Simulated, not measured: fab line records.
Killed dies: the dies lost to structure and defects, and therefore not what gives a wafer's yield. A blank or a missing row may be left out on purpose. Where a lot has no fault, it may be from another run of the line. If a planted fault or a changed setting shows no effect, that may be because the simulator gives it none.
8D (eight disciplines) problem report, filled in by code ; flow sky130 ; the parts of the form that need people (team, actions taken, sign-off) are left out

1. WHAT WENT WRONG
Mean of oes_product_au at SKY_LOCAL_INTERCONNECT_METAL_ETCH_14: 0.897 a.u. across 6 wafers in 2 lots; on wafers with no fault it is 0.941 a.u. (standard deviation 0.0075). That puts it -5.8 standard deviations away from the usual mean.
The step: etches TiN in Cl2/BCl3, stops on PSG, target depth 110 nm, time 31.4 s.
The first sign was on wafer L264.3 at day 36 01:04, on rie_metal-04. The record has a number at this step for 42 wafers belonging to 14 lots. Rule for "out" (also "out of limits"): further than 4 standard deviations from the usual mean. Any other wafer with a number is counted as sound.

2. WHAT THIS IS AND IS NOT
question;is;is not
which readings at this step;oes_product_au;bias_w, drypump_motor_current_A
which lots;L264, L266;L248, L249, L251, L252, L256, L257, L258, L259, L267, L268, L269, L270
which wafers of those lots;all that have a number;-
read on which tools;rie_metal-04;rie_metal-01, rie_metal-02
when;from day 36 01:04;"up to then (24 sound wafers); but 12 sound wafers of L267, L268, L269, L270 came after"

3. SUSPECTS, AND WHAT RULES EACH OUT
Counting: a tool at any process step up to the reading remains a suspect when it ran all the lots that are out and ran no sound lot after the first of those.
- rie_metal-04 at SKY_LOCAL_INTERCONNECT_METAL_ETCH_14 (etches TiN in Cl2/BCl3, stops on PSG, target depth 110 nm, time 31.4 s): kept. It processed each lot that is out, first L264 at day 36 01:04, and no sound lot thereafter; up to then, the last sound lot it processed was L259 at day 34 16:31. On those wafers its own readings are out: oes_product_au.
The count leaves rie_metal-04 at SKY_LOCAL_INTERCONNECT_METAL_ETCH_14.

4. THE CAUSE (what the simulator had put in)
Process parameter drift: rie_metal-04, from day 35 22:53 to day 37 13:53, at SKY_LOCAL_INTERCONNECT_METAL_ETCH_14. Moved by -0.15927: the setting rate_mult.
The count eliminated every tool but this one.

5. SEQUENCE OF EFFECTS, ordered by route
Rows list readings where the struck wafers' mean (over those with a number) sits beyond 3 standard deviations from the usual. Only readings for which the record gives a usual standard deviation are gone through. hours: the time from each lot's start at the first step in this table that gives one to its start at this step, as a median over the lots. sigmas: the change in usual standard deviations.
hours;step;reading;usual;on struck wafers;change;sigmas
0;SKY_LOCAL_INTERCONNECT_METAL_ETCH_14;oes_product_au;0.941 a.u.;0.897;-0.044;-5.8
0;SKY_LOCAL_INTERCONNECT_STRIP_15;strip_time_to_endpoint_s;4.702 s;4.779;+0.077;+4.1
It contains these process steps:
- SKY_LOCAL_INTERCONNECT_METAL_ETCH_14: etches TiN in Cl2/BCl3, stops on PSG, target depth 110 nm, time 31.4 s.
- SKY_LOCAL_INTERCONNECT_STRIP_15: strips in O2/N2.

6. WHAT WOULD HAVE CAUGHT IT SOONER
In this record no reading fell out of limits until day 36 01:04, 2 hours after the fault had begun at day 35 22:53.
